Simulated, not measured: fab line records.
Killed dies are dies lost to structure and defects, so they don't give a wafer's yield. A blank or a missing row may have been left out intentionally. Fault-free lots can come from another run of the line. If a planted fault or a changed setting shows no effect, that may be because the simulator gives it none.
Split-lot trial | flow sky130 | 5 lots, 23 wafers read, on a route of 708 steps

ABOUT THE SPLIT
At SKY_FIELD_ISO_EXPOSE_10 (exposes mask FOM, target cd 150 nm), the setting dose-mj was moved away from the recipe's 28 on 11 of the 23 wafers read, by -7.3% to -2.1%. This setting was run at the recipe's value on the other wafers.

FROM THE SPLIT TO THE READING: what the file shows between them, 2 steps
- SKY_FIELD_ISO_PEB_11
- SKY_FIELD_ISO_DEVELOP_12: develop time 60 s

THE READING
cd-nm, in nm, at SKY_FIELD_ISO_CD_MEAS_13 (target cd 150 nm). A value of 150.3 nm with a standard deviation of 1 nm is what fault-free wafers of this fab line usually give.

wafer  | tool, chamber at the split | dose-mj as run | against the recipe | cd-nm, nm | against lot-mates on the recipe
L074.1 | krf-scanner-01, 0          | 27.34          | -2.4%              | 155.9     | +5.8
L074.3 | krf-scanner-01, 0          | 27.34          | -2.4%              | 153.6     | +3.5
L074.4 | krf-scanner-01, 0          | 28             | recipe             | 149.0     | -
L074.5 | krf-scanner-01, 0          | 27.34          | -2.4%              | 155.0     | +4.9
L074.6 | krf-scanner-01, 0          | 28             | recipe             | 151.2     | -
L075.1 | krf-scanner-02, 0          | 27.18          | -2.9%              | 156.6     | +6.5
L075.3 | krf-scanner-02, 0          | 27.18          | -2.9%              | 157.0     | +6.9
L075.4 | krf-scanner-02, 0          | 28             | recipe             | 149.8     | -
L075.5 | krf-scanner-02, 0          | 28             | recipe             | 151.1     | -
L075.6 | krf-scanner-02, 0          | 28             | recipe             | 149.3     | -
L078.2 | krf-scanner-01, 0          | 27.42          | -2.1%              | 153.2     | +3.9
L078.3 | krf-scanner-01, 0          | 28             | recipe             | 149.6     | -
L078.4 | krf-scanner-01, 0          | 28             | recipe             | 148.9     | -
L078.5 | krf-scanner-01, 0          | 27.42          | -2.1%              | 153.6     | +4.3
L078.6 | krf-scanner-01, 0          | 27.42          | -2.1%              | 152.9     | +3.7
L079.1 | krf-scanner-01, 0          | 28             | recipe             | 151.1     | -
L079.2 | krf-scanner-01, 0          | 28             | recipe             | 150.4     | -
L079.3 | krf-scanner-01, 0          | 28             | recipe             | 150.1     | -
L081.2 | krf-scanner-02, 0          | 25.96          | -7.3%              | 166.7     | +14.1
L081.3 | krf-scanner-02, 0          | 28             | recipe             | 152.9     | -
L081.4 | krf-scanner-02, 0          | 28             | recipe             | 152.3     | -
L081.5 | krf-scanner-02, 0          | 25.96          | -7.3%              | 166.0     | +13.4
L081.6 | krf-scanner-02, 0          | 25.96          | -7.3%              | 166.7     | +14.1

THE FIT
A straight line over all 23 wafers: cd-nm changes by -2.17 nm for each +1% of dose-mj; r = -0.98; the points scatter about the line by 1.2 nm.
The same after taking each lot's own level away (the mean of its wafers on the recipe; 23 wafers): -1.93 nm for each +1%; r = -0.99; scatter 0.72 nm.
Per that fit: largest dose-mj move, reading shift of 14 nm.
The lots' own levels span 149.25 to 152.60 nm, that is 3.4 times the standard deviation above.
So the lot-to-lot level changes the slope: the two fits differ.
Check: +14.1 nm against its lot-mates is what the line predicts for one of the wafers moved furthest among these (-7.3%) when that wafer is left out of the fit. Against them it came out at +14.1 nm.

THE WHOLE CHAIN: every reading that the file lists as answering this split, in the file's order
step                     | what it does                                                                 | reading                                                          | change (the file's fit)              | r (the file's)
SKY_FIELD_ISO_CD_MEAS_13 | target cd 150 nm                                                             | cd-nm                                                            | -1.95 nm for each +1% of the setting | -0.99
SKY_FIELD_ISO_ETCH_14    | etches BARC in N2/H2, stops on SiO2, time 45.9 s, target depth 60 nm         | FIELD_ISO.cd-nm (the simulator's own value, which no gauge read) | -1.98 nm for each +1% of the setting | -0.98
SKY_FIELD_ISO_ETCH_15    | etches the open film in CHF3/O2, stops on Si, target depth 180 nm, time 72 s | FIELD_ISO.cd-nm (the simulator's own value, which no gauge read) | -1.91 nm for each +1% of the setting | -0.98

FILE'S OWN FIT
cd-nm changes by -1.95 nm for each +1% of dose-mj, r = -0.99.
